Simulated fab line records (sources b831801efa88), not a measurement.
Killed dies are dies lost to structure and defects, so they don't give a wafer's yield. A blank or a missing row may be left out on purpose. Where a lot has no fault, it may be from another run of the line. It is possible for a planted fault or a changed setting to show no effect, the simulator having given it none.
Check for tools in common    flow gf180mcu    48 wafers sampled across 14 lots

WHY IT WAS OPENED
At GF_NWELL_TW_MEAS_11 the reading NWELL_TW is flagged on 2 of 14 lots. Fault-free wafers read 1574, with a standard deviation of 9.3.
Rule: flag the lot when none of its wafers has a number, or when each of its wafers that has one lies beyond 4 standard deviations from that mean. The other lots count as sound.

lot   measured     on             NWELL_TW, wafer by wafer       flag
L453  day 3 13:10  film-metro-03  1578 1572 1567                 
L454  day 3 16:33  film-metro-02  1570 1584 1573                 
L455  day 3 23:44  film-metro-04  1589 1586 1589                 
L457  day 4 13:29  film-metro-04  1580 1579 1575                 
L456  day 4 13:50  film-metro-04  1577 1582 1577                 
L460  day 5 10:45  film-metro-04  1587 1592 1585                 
L461  day 5 16:51  film-metro-02  1569 1571 1574                 
L463  day 5 23:03  film-metro-02  1563 1567 1567                 
L470  day 7 10:29  film-metro-03  2014 2024 2014 2027 2025 2017  FLAGGED
L471  day 7 16:56  film-metro-03  2017 2007 2009 2006 2019 2017  FLAGGED
L472  day 7 21:17  film-metro-02  1596 1584 1582                 
L473  day 8 01:34  film-metro-03  1572 1570 1574                 
L474  day 8 08:12  film-metro-03  1564 1573 1568                 
L475  day 8 15:59  film-metro-02  1578 1582 1580                 
On average the flagged lots' numbers are 2016, which is +442 against the usual, or +48 standard deviations.

TOOL THAT RAN EACH LOT
The record keeps 1 process step preceding the reading, out of 602 steps on the route. In each cell: the tool, then ch and the chambers that the sampled wafers went through, then the start.
lot   flag     GF_NWELL_IMPLANT_09
L453           implanter-01 ch 0, day 3 12:56
L454           implanter-04 ch 0, day 3 16:18
L455           implanter-03 ch 0, day 3 23:29
L457           implanter-04 ch 0, day 4 13:14
L456           implanter-03 ch 0, day 4 13:35
L460           implanter-04 ch 0, day 5 10:31
L461           implanter-04 ch 0, day 5 16:36
L463           implanter-03 ch 0, day 5 22:49
L470  FLAGGED  implanter-03 ch 0, day 7 10:14
L471  FLAGGED  implanter-03 ch 0, day 7 16:41
L472           implanter-01 ch 0, day 7 21:02
L473           implanter-01 ch 0, day 8 01:20
L474           implanter-04 ch 0, day 8 07:57
L475           implanter-04 ch 0, day 8 15:44
What is done by these steps:
- GF_NWELL_IMPLANT_09
- GF_NWELL_TW_MEAS_11

FLAGGED OVER TOTAL, TOOL BY TOOL (the gauges that took the reading come last)
step                 tool           lots run  flagged  share of the flagged lots  sound lots run after its first flagged lot
GF_NWELL_IMPLANT_09  implanter-01   3         0        none                       -
GF_NWELL_IMPLANT_09  implanter-03   5         2        all                        0
GF_NWELL_IMPLANT_09  implanter-04   6         0        none                       -
GF_NWELL_TW_MEAS_11  film-metro-02  5         0        none                       -
GF_NWELL_TW_MEAS_11  film-metro-03  5         2        all                        2 (L473,L474)
GF_NWELL_TW_MEAS_11  film-metro-04  4         0        none                       -

WHAT THE TABLE ALLOWS
2 rows of the table ran every flagged lot: implanter-03 at GF_NWELL_IMPLANT_09, film-metro-03 at GF_NWELL_TW_MEAS_11.
- implanter-03 at GF_NWELL_IMPLANT_09 ran 5 lots, 2 of them flagged. Its last sound lot is L463 (day 5 22:49), its first flagged lot L470 (day 7 10:14): a fault that began between those two fits. Its own readings lie more than 4 standard deviations out on every wafer of the flagged lots: dose-ions-cm2, faraday-current-uA.
- film-metro-03 at GF_NWELL_TW_MEAS_11 ran 5 lots, 2 of them flagged. Sound lots ran on it after the first flagged one (L473, L474), which a lasting fault on the whole tool wouldn't allow.
Left over: one tool, implanter-03 at GF_NWELL_IMPLANT_09.

WHAT THE SIMULATOR PUT IN
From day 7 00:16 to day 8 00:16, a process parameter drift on implanter-03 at GF_NWELL_IMPLANT_09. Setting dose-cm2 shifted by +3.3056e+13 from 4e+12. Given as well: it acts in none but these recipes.
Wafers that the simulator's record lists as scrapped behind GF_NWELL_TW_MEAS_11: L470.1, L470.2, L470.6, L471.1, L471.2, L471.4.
Lots struck among those shown: L470, L471. Same finding as the rule above.
